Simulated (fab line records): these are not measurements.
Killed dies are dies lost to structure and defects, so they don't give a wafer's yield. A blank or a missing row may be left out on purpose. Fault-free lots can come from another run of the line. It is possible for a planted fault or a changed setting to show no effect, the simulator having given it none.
Matching of chambers -- flow sfq line -- SFQ_TRILAYER_I7_CMP_CMP_184 on cmp-01: 4 sister chambers
The step polishes SiO2. 8 wafers are shown with their chamber, then 9 later ones without.

## EACH WAFER AND ITS CHAMBER
wafer,chamber,motor current A (A),time to endpoint s (s)
L624.2,0,11.0,208
L624.5,3,10.3,211
L626.4,3,10.6,222
L629.5,1,9.1,212
L629.6,2,11.2,216
L631.3,2,10.4,206
L631.4,1,8.9,208
L631.5,0,11.2,203

## WAFERS WITH NO CHAMBER GIVEN
wafer,motor current A (A),time to endpoint s (s)
L632.1,8.9,205
L632.3,11.1,197
L632.6,11.0,219
L636.3,11.0,210
L636.5,11.1,217
L636.6,10.3,220
L637.1,9.3,214
L637.2,11.5,216
L637.6,10.6,228

## WHICH CHAMBER EACH WENT THROUGH
wafer,from the rows above,in truth
L632.1,1,1
L632.3,can't be placed: 0 or 2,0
L632.6,can't be placed: 2 or 3 or 0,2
L636.3,can't be placed: 2 or 0 or 3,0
L636.5,can't be placed: 2 or 0 or 3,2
L636.6,can't be placed: 3 or 2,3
L637.1,1,1
L637.2,can't be placed: 0 or 2 or 3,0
L637.6,can't be placed: 3 or 2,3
Correctly placed: 2 of 9. Can't be placed from these rows: 7 (the true chamber is among the candidates in 7). Number placed wrongly: 0.
How it was worked out, from the rows above alone: a wafer's distance from a chamber is the root of the sum, over the readings, of the square of ((its reading less the chamber's mean) divided by the reading's scatter). The wafer belongs to the nearest chamber; if the next one is less than 2 further off, it can't be placed. A chamber's mean is the mean of its shown wafers. How the scatter is found: for the shown wafers, subtract from each reading the mean of its chamber, square and add these, divide the total by (wafers less chambers), then take the root.
